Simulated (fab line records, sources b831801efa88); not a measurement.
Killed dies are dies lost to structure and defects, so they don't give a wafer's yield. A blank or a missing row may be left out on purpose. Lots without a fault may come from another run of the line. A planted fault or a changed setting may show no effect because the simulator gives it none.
Tool commonality check | flow sky130 | 11 lots, 33 wafers sampled

WHY IT WAS OPENED
At SKY_CONTACT_RS_MEAS_25 the reading CONTACT_W_RS is flagged on 4 of 11 lots. Wafers without a fault read 0.339 ohm/sq, standard deviation 0.0044.
Rule: a lot is flagged when every wafer of it that has a number lies more than 4 standard deviations from that mean, or none has a number. The other lots count as sound.

lot  | measured     | on            | CONTACT_W_RS (ohm/sq), wafer by wafer | flag
L197 | day 33 00:37 | film_metro-04 | 0.343 0.337 0.338                     |
L199 | day 33 20:52 | film_metro-02 | 0.338 0.336 0.330                     |
L198 | day 33 21:51 | film_metro-01 | 0.339 0.336 0.340                     |
L201 | day 34 03:59 | film_metro-04 | 0.455 0.446 0.446                     | FLAGGED
L202 | day 34 08:18 | film_metro-01 | 0.446 0.450 0.447                     | FLAGGED
L203 | day 34 18:37 | film_metro-02 | 0.454 0.440 0.443                     | FLAGGED
L204 | day 35 06:09 | film_metro-04 | 0.444 0.461 0.444                     | FLAGGED
L209 | day 36 08:58 | film_metro-01 | 0.346 0.344 0.344                     |
L213 | day 37 19:01 | film_metro-04 | 0.334 0.344 0.334                     |
L215 | day 38 06:41 | film_metro-04 | 0.333 0.342 0.333                     |
L214 | day 38 07:49 | film_metro-02 | 0.334 0.331 0.337                     |
The numbers of the flagged lots are 0.448 ohm/sq on average: +0.109 ohm/sq against the usual, or +25 standard deviations.

WHICH TOOL RAN EACH LOT
The record holds 2 process steps before the reading, out of a route of 708 steps. In each cell: the tool, then ch and the chambers that the sampled wafers went through, then the start.
lot  | flag    | SKY_CONTACT_ETCH_18                           | SKY_CONTACT_CVD_24
L197 |         | rie_diel-04 ch 1,3, day 33 00:29 or earlier   | cvd_w-01 ch 0,1, day 33 00:29
L199 |         | rie_diel-01 ch 0,1, day 33 20:44 or earlier   | cvd_w-01 ch 0,1, day 33 20:44
L198 |         | rie_diel-01 ch 1,2,3, day 33 21:44 or earlier | cvd_w-02 ch 0,1, day 33 21:44
L201 | FLAGGED | rie_diel-02 ch 2,3, day 34 03:53 or earlier   | cvd_w-01 ch 0,1, day 34 03:53
L202 | FLAGGED | rie_diel-04 ch 2,3, day 34 08:10 or earlier   | cvd_w-01 ch 0,1, day 34 08:10
L203 | FLAGGED | rie_diel-04 ch 0,1,2, day 34 18:30 or earlier | cvd_w-01 ch 0,1, day 34 18:30
L204 | FLAGGED | rie_diel-02 ch 0,2,3, day 35 06:01 or earlier | cvd_w-01 ch 0,1, day 35 06:01
L209 |         | rie_diel-02 ch 0,3, day 36 08:52 or earlier   | cvd_w-02 ch 0,1, day 36 08:52
L213 |         | rie_diel-04 ch 0,1,3, day 37 18:54 or earlier | cvd_w-01 ch 0,1, day 37 18:54
L215 |         | rie_diel-04 ch 1,2,3, day 38 06:34 or earlier | cvd_w-01 ch 0,1, day 38 06:34
L214 |         | rie_diel-01 ch 0,1,2, day 38 07:43 or earlier | cvd_w-01 ch 0,1, day 38 07:43
What these steps do:
- SKY_CONTACT_ETCH_18: etches Si3N4 in CHF3/O2, stops on TiN, time 39 s, target depth 75 nm.
- SKY_CONTACT_CVD_24: deposits W, target thk 340 nm, time 102.12 s.
- SKY_CONTACT_RS_MEAS_25: measures by four-point-probe.

FLAGGED OVER TOTAL, TOOL BY TOOL (the gauges that took the reading come last)
step                   | tool          | lots run | flagged | share of the flagged lots | sound lots run after its first flagged lot
SKY_CONTACT_ETCH_18    | rie_diel-01   | 3        | 0       | none                      | -
SKY_CONTACT_ETCH_18    | rie_diel-02   | 3        | 2       | some                      | 1 (L209)
SKY_CONTACT_ETCH_18    | rie_diel-04   | 5        | 2       | some                      | 2 (L213,L215)
SKY_CONTACT_CVD_24     | cvd_w-01      | 9        | 4       | all                       | 3 (L213,L215,L214)
SKY_CONTACT_CVD_24     | cvd_w-02      | 2        | 0       | none                      | -
SKY_CONTACT_RS_MEAS_25 | film_metro-01 | 3        | 1       | some                      | 1 (L209)
SKY_CONTACT_RS_MEAS_25 | film_metro-02 | 3        | 1       | some                      | 1 (L214)
SKY_CONTACT_RS_MEAS_25 | film_metro-04 | 5        | 2       | some                      | 2 (L213,L215)
SKY_CONTACT_ETCH_18 gives no start for some lots, so the hours and the order of its lots are those of SKY_CONTACT_CVD_24.

WHAT THE TABLE ALLOWS
1 row of the table ran every flagged lot: cvd_w-01 at SKY_CONTACT_CVD_24.
- cvd_w-01 at SKY_CONTACT_CVD_24: 4 of its 9 lots flagged. Sound lots ran on it after the first flagged one (L213, L215, L214), which a lasting fault on the whole tool wouldn't allow.
No row of the table ran every flagged lot and no sound lot after the first.

WHAT THE SIMULATOR HAD PUT IN
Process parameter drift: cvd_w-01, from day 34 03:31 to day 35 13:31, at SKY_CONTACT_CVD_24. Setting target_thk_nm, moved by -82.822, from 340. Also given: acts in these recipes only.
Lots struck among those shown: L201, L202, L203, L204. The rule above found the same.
